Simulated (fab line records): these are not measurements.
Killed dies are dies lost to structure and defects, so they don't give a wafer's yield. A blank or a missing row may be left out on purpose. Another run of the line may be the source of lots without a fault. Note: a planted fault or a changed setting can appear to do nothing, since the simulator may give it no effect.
Chamber matching || flow gf180mcu || 4 sister chambers for GF_CONTACT_ETCH_16 on rie-diel-02
The step etches BARC in N2/H2. 4 wafers are shown with their chamber, then 6 later ones without.

== WAFERS WITH THEIR CHAMBER ==
{"wafer": "L378.4", "chamber": 3, "drypump-motor-current-A (A)": 6.0}
{"wafer": "L380.5", "chamber": 1, "drypump-motor-current-A (A)": 6.6}
{"wafer": "L388.5", "chamber": 0, "drypump-motor-current-A (A)": 5.7}
{"wafer": "L388.6", "chamber": 2, "drypump-motor-current-A (A)": 5.8}

== WAFERS MISSING THEIR CHAMBER ==
{"wafer": "L391.2", "drypump-motor-current-A (A)": 6.1}
{"wafer": "L391.3", "drypump-motor-current-A (A)": 6.7}
{"wafer": "L391.4", "drypump-motor-current-A (A)": 5.8}
{"wafer": "L394.2", "drypump-motor-current-A (A)": 5.7}
{"wafer": "L394.3", "drypump-motor-current-A (A)": 5.7}
{"wafer": "L394.6", "drypump-motor-current-A (A)": 5.7}

== THE CHAMBER EACH PASSED THROUGH ==
{"wafer": "L391.2", "from the rows above": 3, "in truth": 3}
{"wafer": "L391.3", "from the rows above": 1, "in truth": 1}
{"wafer": "L391.4", "from the rows above": "can't be placed: 2 or 0", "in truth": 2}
{"wafer": "L394.2", "from the rows above": "can't be placed: 0 or 2", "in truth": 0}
{"wafer": "L394.3", "from the rows above": "can't be placed: 0 or 2", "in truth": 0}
{"wafer": "L394.6", "from the rows above": "can't be placed: 0 or 2", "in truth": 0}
Placed correctly: 2 of 6. From these rows, 4 cannot be placed; in 4 the true chamber is one of the candidates. Wrongly placed: 0.
How it was worked out, from the rows above alone: a wafer's distance from a chamber is the root of the sum, over the readings, of the square of ((its reading less the chamber's mean) divided by the reading's scatter). If the next closest chamber is less than 2 further off than the closest, the wafer can't be placed; otherwise it belongs to the closest. A chamber's mean is the mean of its shown wafers. The scatter (one wafer shown for each chamber): square how far every hidden wafer sits from the nearest shown wafer, average those squares and take the square root.
